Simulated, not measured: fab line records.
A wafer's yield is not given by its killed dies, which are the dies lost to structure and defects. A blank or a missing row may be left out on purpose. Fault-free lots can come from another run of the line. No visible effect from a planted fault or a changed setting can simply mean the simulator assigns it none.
Code-filled problem report in 8D (eight disciplines) form    flow gf180mcu    the parts of the form that need people (team, actions taken, sign-off) are left out

1. WHAT IS WRONG
Across 4 wafers from 2 lots, V3_W_RS at GF_V3_RS_MEAS_24 averages 0.4041 ohm/sq, while fault-free wafers read 0.3291 ohm/sq with a standard deviation of 0.003. Relative to the usual mean, that is a shift of +25 standard deviations.
The step: measures by four-point-probe.
First observed at day 25 20:38: wafer L300.4, on film metro-03. Wafers with a number at this step in the record: 36, from 12 lots. Rule for "out", or "out of limits": more than 4 standard deviations from the usual mean. The other wafers with a number count as sound.

2. WHAT IT IS, WHAT IT ISN'T
question                     is                              is not
which readings at this step  V3_W_RS                         -
which lots                   L300, L301                      L290, L291, L292, L293, L305, L306, L307, L310, L311, L312
which wafers of those lots   L300.4, L301.2, L301.3, L301.6  L300.1, L300.3
read on which gauges         film metro-03, film metro-04    film metro-01
when                         from day 25 20:38               up to then (14 sound wafers); but 18 sound wafers of L305, L306, L307, L310, L311, L312 came after

3. WHAT RULES OUT EACH SUSPECT
Counting: any tool at a process step up to the reading remains a suspect provided it ran every lot that is out. Sound lots after the first of them don't rule it out here, since some wafers of a struck lot are sound.
- the gauge at GF_V3_RS_MEAS_24 is ruled out. Those wafers that are out were read across 2 gauges (film metro-03, film metro-04).
- cmp-02 at GF_V3_CMP_04 (polishes SiO2): kept. Every lot that is out went through it, the first being L300 (day 24 21:46); the last sound lot it ran before that was L292 (day 21 20:59).
- cvd w-01 at GF_V3_CVD_23 (deposits W, target thk 350 nm, time 104.9 s): kept. Every lot that is out went through it, the first being L300 (day 25 20:31); the last sound lot it ran before that was L292 (day 22 21:18).
- At GF_V3_CVD_23 on cvd w-01, chamber 0 took the sound wafers of the same lots and chamber 1 took the wafers that are out.
Left after counting: cmp-02 at GF_V3_CMP_04, cvd w-01 at GF_V3_CVD_23.

4. THE CAUSE (what the simulator had put in)
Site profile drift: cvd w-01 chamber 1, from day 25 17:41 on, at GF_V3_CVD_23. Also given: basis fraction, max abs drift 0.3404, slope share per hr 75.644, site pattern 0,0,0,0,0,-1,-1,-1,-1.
After counting, 2 suspects remain, this tool included.

5. SEQUENCE OF EFFECTS, ordered by route
Rows list readings where the struck wafers' mean (over those with a number) sits beyond 3 standard deviations from the usual. Readings are gone through only where the record gives a usual standard deviation; hours: the median, over the lots, of the time from a lot's start at the first step in this table giving one to that lot's start at this step; sigmas: the change measured in usual standard deviations.
hours  step               reading   usual          on struck wafers  change   sigmas
0      GF_V3_RS_MEAS_24   V3_W_RS   0.3291 ohm/sq  0.4041            +0.0750  +25
0      GF_V3_THK_MEAS_25  V3_W_THK  350 nm         295               -55      -11

6. HOW IT WOULD HAVE BEEN CAUGHT EARLIER
Counted from the fault's start at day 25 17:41, it took 3 hours until the first out-of-limits reading at a measuring or inspecting step in this record, taken at day 25 20:38.
No tool reading at GF_V3_CVD_23 that has a usual standard deviation in the record was out on any struck wafer, so an alarm limit of 4 standard deviations on those readings would not have fired.
Lots out: 2; of these, L301 started GF_V3_CVD_23 on cvd w-01 after day 25 20:38. A tool hold placed at that time would have kept it from harm.
